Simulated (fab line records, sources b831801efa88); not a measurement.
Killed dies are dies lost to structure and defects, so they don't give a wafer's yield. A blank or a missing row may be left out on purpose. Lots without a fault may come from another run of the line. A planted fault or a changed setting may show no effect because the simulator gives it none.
Chamber matching | flow sky130 | SKY_POLY_GATE_ETCH_15 on rie_diel-02: 4 sister chambers
The step etches BARC in N2/H2, stops on SiO2, time 118.5 s, target depth 110 nm. 18 wafers are shown with their chamber, then 9 later ones without.

WAFERS WITH THEIR CHAMBER
wafer  | chamber | drypump_motor_current_A (A) | oes_product_au (a.u.) | n2_flow_sccm (sccm)
L079.2 | 2       | 5.6                         | 0.709                 | 99.82
L079.5 | 2       | 5.6                         | 0.713                 | 100.00
L079.6 | 3       | 6.3                         | 0.713                 | 100.22
L080.2 | 2       | 5.7                         | 0.717                 | 100.09
L080.4 | 1       | 5.6                         | 0.719                 | 99.72
L080.6 | 0       | 6.2                         | 0.720                 | 100.20
L083.1 | 0       | 6.2                         | 0.720                 | 99.63
L083.3 | 3       | 6.3                         | 0.716                 | 100.00
L083.5 | 1       | 5.6                         | 0.720                 | 99.60
L086.1 | 3       | 6.3                         | 0.711                 | 100.48
L086.4 | 2       | 5.6                         | 0.716                 | 99.46
L086.5 | 2       | 5.6                         | 0.717                 | 99.63
L088.2 | 1       | 5.6                         | 0.719                 | 99.42
L088.3 | 2       | 5.7                         | 0.714                 | 99.73
L088.5 | 2       | 5.7                         | 0.720                 | 99.54
L091.1 | 1       | 5.6                         | 0.722                 | 99.75
L091.4 | 0       | 6.2                         | 0.716                 | 100.19
L091.5 | 2       | 5.7                         | 0.712                 | 99.73

SIGNATURES (means of the wafers above)
reading                 | chamber 0 | chamber 1 | chamber 2 | chamber 3 | scatter within a chamber
drypump_motor_current_A | 6.200     | 5.600     | 5.650     | 6.300     | 0.0378
oes_product_au          | 0.71867   | 0.72000   | 0.71475   | 0.71333   | 0.00284
n2_flow_sccm            | 100.0067  | 99.6225   | 99.7500   | 100.2333  | 0.227
Rule: a wafer's distance from a chamber is the root of the sum, over the readings, of the square of ((its reading less the chamber's mean) divided by the reading's scatter). The wafer belongs to the nearest chamber; if the next one is less than 2 further off, it can't be placed. The scatter: the root of (the sum of the squares of (reading less its chamber's mean) over the shown wafers, divided by (wafers less chambers)).

WAFERS WITHOUT THEIR CHAMBER
wafer  | drypump_motor_current_A (A) | oes_product_au (a.u.) | n2_flow_sccm (sccm)
L093.2 | 5.6                         | 0.716                 | 100.01
L093.4 | 5.7                         | 0.717                 | 100.15
L093.6 | 5.7                         | 0.712                 | 99.73
L096.1 | 5.7                         | 0.719                 | 99.59
L096.3 | 6.3                         | 0.712                 | 99.98
L096.6 | 5.7                         | 0.711                 | 99.73
L097.4 | 5.6                         | 0.717                 | 99.93
L097.5 | 6.3                         | 0.709                 | 99.48
L097.6 | 5.7                         | 0.710                 | 100.00

WHICH CHAMBER EACH WENT THROUGH
wafer  | from the rows above     | in truth
L093.2 | can't be placed: 2 or 1 | 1
L093.4 | can't be placed: 2 or 1 | 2
L093.6 | 2                       | 2
L096.1 | can't be placed: 2 or 1 | 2
L096.3 | 3                       | 3
L096.6 | 2                       | 2
L097.4 | can't be placed: 1 or 2 | 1
L097.5 | can't be placed: 3 or 0 | 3
L097.6 | 2                       | 2
Placed correctly: 4 of 9. Can't be placed from these rows: 5 (the true chamber is among the candidates in 5). Placed wrongly: 0.
